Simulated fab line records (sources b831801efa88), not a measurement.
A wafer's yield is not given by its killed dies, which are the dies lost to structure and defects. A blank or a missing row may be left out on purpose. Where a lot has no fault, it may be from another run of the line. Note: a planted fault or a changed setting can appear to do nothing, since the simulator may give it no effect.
Which tool did it? / flow sky130 / 13 lots with 39 wafers sampled at 3 steps, on a route of 708 steps

== WHAT THE GAUGES SHOWED, per wafer ==
SKY_NWELL_OVL_MEAS_23. Usual: NWELL_01_OVL typically reads 1.1 nm, with standard deviation 1.2.
lot=L438; measured=day 5 05:49; on=overlay-01; NWELL_01_OVL (nm)=2.2 1.2 -0.3; flag=
lot=L439; measured=day 5 10:16; on=overlay-02; NWELL_01_OVL (nm)=1.5 1.5 2.1; flag=
lot=L440; measured=day 5 17:37; on=overlay-02; NWELL_01_OVL (nm)=0.7 2.6 2.6; flag=
lot=L441; measured=day 5 21:50; on=overlay-02; NWELL_01_OVL (nm)=1.5 4.0 2.8; flag=
lot=L442; measured=day 6 03:58; on=overlay-01; NWELL_01_OVL (nm)=0.1 1.6 1.8; flag=
lot=L443; measured=day 6 15:52; on=overlay-01; NWELL_01_OVL (nm)=2.0 2.1 1.5; flag=
lot=L445; measured=day 7 03:16; on=overlay-02; NWELL_01_OVL (nm)=0.7 1.8 2.7; flag=
lot=L446; measured=day 7 09:11; on=overlay-01; NWELL_01_OVL (nm)=1.2 0.1 -0.8; flag=
lot=L452; measured=day 8 22:23; on=overlay-02; NWELL_01_OVL (nm)=1.2 -0.2 2.4; flag=
lot=L454; measured=day 9 09:08; on=overlay-01; NWELL_01_OVL (nm)=1.3 3.1 1.1; flag=
lot=L455; measured=day 9 18:17; on=overlay-01; NWELL_01_OVL (nm)=0.2 -1.3 0.2; flag=
lot=L459; measured=day 10 15:37; on=overlay-02; NWELL_01_OVL (nm)=1.4 -0.1 1.8; flag=
lot=L461; measured=day 11 05:05; on=overlay-02; NWELL_01_OVL (nm)=0.5 1.5 1.3; flag=

SKY_NWELL_RS_MEAS_31: a four-point-probe measurement. Usual: PWDE_RS typically reads 5270 ohm/sq, with standard deviation 21.
lot=L438; measured=day 5 06:40; on=filmMetro-02; PWDE_RS (ohm/sq)=5250 5255 5251; flag=
lot=L439; measured=day 5 11:02; on=filmMetro-03; PWDE_RS (ohm/sq)=5292 5291 5294; flag=
lot=L440; measured=day 5 18:20; on=filmMetro-03; PWDE_RS (ohm/sq)=5287 5298 5273; flag=
lot=L441; measured=day 5 22:35; on=filmMetro-02; PWDE_RS (ohm/sq)=5241 5262 5282; flag=
lot=L442; measured=day 6 04:43; on=filmMetro-04; PWDE_RS (ohm/sq)=5301 5318 5306; flag=
lot=L443; measured=day 6 16:37; on=filmMetro-02; PWDE_RS (ohm/sq)=5245 5256 5237; flag=
lot=L445; measured=day 7 04:01; on=filmMetro-02; PWDE_RS (ohm/sq)=5251 5240 5252; flag=
lot=L446; measured=day 7 09:56; on=filmMetro-02; PWDE_RS (ohm/sq)=5247 5242 5255; flag=
lot=L452; measured=day 8 23:13; on=filmMetro-04; PWDE_RS (ohm/sq)=5269 5297 5291; flag=
lot=L454; measured=day 9 09:54; on=filmMetro-02; PWDE_RS (ohm/sq)=5259 5297 5287; flag=
lot=L455; measured=day 9 19:01; on=filmMetro-02; PWDE_RS (ohm/sq)=5309 5292 5285; flag=
lot=L459; measured=day 10 16:22; on=filmMetro-03; PWDE_RS (ohm/sq)=5274 5256 5262; flag=
lot=L461; measured=day 11 05:50; on=filmMetro-02; PWDE_RS (ohm/sq)=5251 5247 5257; flag=

== WHAT TOOL EACH LOT RAN ON (gives the tool, then ch and the chambers of the sampled wafers, and finally the start) ==
lot=L438; SKY_NWELL_STRIP_25=plasmaAsher-04 ch 0,1, day 5 06:01
lot=L439; SKY_NWELL_STRIP_25=plasmaAsher-04 ch 0,1, day 5 10:29
lot=L440; SKY_NWELL_STRIP_25=plasmaAsher-01 ch 0,1, day 5 17:47
lot=L441; SKY_NWELL_STRIP_25=plasmaAsher-03 ch 0,1, day 5 22:01
lot=L442; SKY_NWELL_STRIP_25=plasmaAsher-01 ch 0,1, day 6 04:08
lot=L443; SKY_NWELL_STRIP_25=plasmaAsher-03 ch 0,1, day 6 16:02
lot=L445; SKY_NWELL_STRIP_25=plasmaAsher-03 ch 0,1, day 7 03:28
lot=L446; SKY_NWELL_STRIP_25=plasmaAsher-04 ch 0,1, day 7 09:22
lot=L452; SKY_NWELL_STRIP_25=plasmaAsher-04 ch 0,1, day 8 22:34
lot=L454; SKY_NWELL_STRIP_25=plasmaAsher-03 ch 0,1, day 9 09:19
lot=L455; SKY_NWELL_STRIP_25=plasmaAsher-01 ch 0,1, day 9 18:28
lot=L459; SKY_NWELL_STRIP_25=plasmaAsher-01 ch 0, day 10 15:49
lot=L461; SKY_NWELL_STRIP_25=plasmaAsher-03 ch 0, day 11 05:16
- SKY_NWELL_STRIP_25: strips in O2/N2.

== WHAT THE TOOLS THEMSELVES READ (means of the sampled wafers that have a number; where no wafer has one, the mark that the record gives instead) ==
SKY_NWELL_STRIP_25. Usual: drypumpMotorCurrentA 6.0 A, standard deviation 0.39; oesProductAu 0.722 a.u., standard deviation 0.0048; stripTimeToEndpointS 36.93 s, standard deviation 0.096.
lot=L438; tool=plasmaAsher-04; drypumpMotorCurrentA (A)=5.9; oesProductAu (a.u.)=0.724; stripTimeToEndpointS (s)=36.89; flag=
lot=L439; tool=plasmaAsher-04; drypumpMotorCurrentA (A)=5.7; oesProductAu (a.u.)=0.722; stripTimeToEndpointS (s)=36.87; flag=
lot=L440; tool=plasmaAsher-01; drypumpMotorCurrentA (A)=6.2; oesProductAu (a.u.)=0.721; stripTimeToEndpointS (s)=36.95; flag=
lot=L441; tool=plasmaAsher-03; drypumpMotorCurrentA (A)=6.1; oesProductAu (a.u.)=0.717; stripTimeToEndpointS (s)=36.89; flag=
lot=L442; tool=plasmaAsher-01; drypumpMotorCurrentA (A)=5.8; oesProductAu (a.u.)=0.725; stripTimeToEndpointS (s)=36.91; flag=
lot=L443; tool=plasmaAsher-03; drypumpMotorCurrentA (A)=6.3; oesProductAu (a.u.)=0.723; stripTimeToEndpointS (s)=37.00; flag=
lot=L445; tool=plasmaAsher-03; drypumpMotorCurrentA (A)=6.1; oesProductAu (a.u.)=0.719; stripTimeToEndpointS (s)=36.96; flag=
lot=L446; tool=plasmaAsher-04; drypumpMotorCurrentA (A)=5.7; oesProductAu (a.u.)=0.721; stripTimeToEndpointS (s)=36.96; flag=
lot=L452; tool=plasmaAsher-04; drypumpMotorCurrentA (A)=5.9; oesProductAu (a.u.)=0.720; stripTimeToEndpointS (s)=37.01; flag=
lot=L454; tool=plasmaAsher-03; drypumpMotorCurrentA (A)=6.1; oesProductAu (a.u.)=0.721; stripTimeToEndpointS (s)=36.96; flag=
lot=L455; tool=plasmaAsher-01; drypumpMotorCurrentA (A)=6.2; oesProductAu (a.u.)=0.722; stripTimeToEndpointS (s)=36.97; flag=
lot=L459; tool=plasmaAsher-01; drypumpMotorCurrentA (A)=5.4; oesProductAu (a.u.)=0.721; stripTimeToEndpointS (s)=36.92; flag=
lot=L461; tool=plasmaAsher-03; drypumpMotorCurrentA (A)=5.9; oesProductAu (a.u.)=0.719; stripTimeToEndpointS (s)=37.08; flag=

== THE ANSWER, worked out from the rows above alone ==
Rule: take the mean of a lot's wafers that have a number; if it is more than 3 standard deviations from the usual mean, the lot is off. A lot without any number at a reading at which 4 lots or more have one is off too. The other lots that the step has rows for count as sound. After the gauges, taken in route order, come the tools' own readings; for these a lot's mean is taken, as printed above. At the first step where some lot is off, the reading lying furthest off is the one used; lots without a number count as furthest.
Nothing can be told from this: no lot is off at any reading shown.

== WHAT THE SIMULATOR HAD PUT IN ==
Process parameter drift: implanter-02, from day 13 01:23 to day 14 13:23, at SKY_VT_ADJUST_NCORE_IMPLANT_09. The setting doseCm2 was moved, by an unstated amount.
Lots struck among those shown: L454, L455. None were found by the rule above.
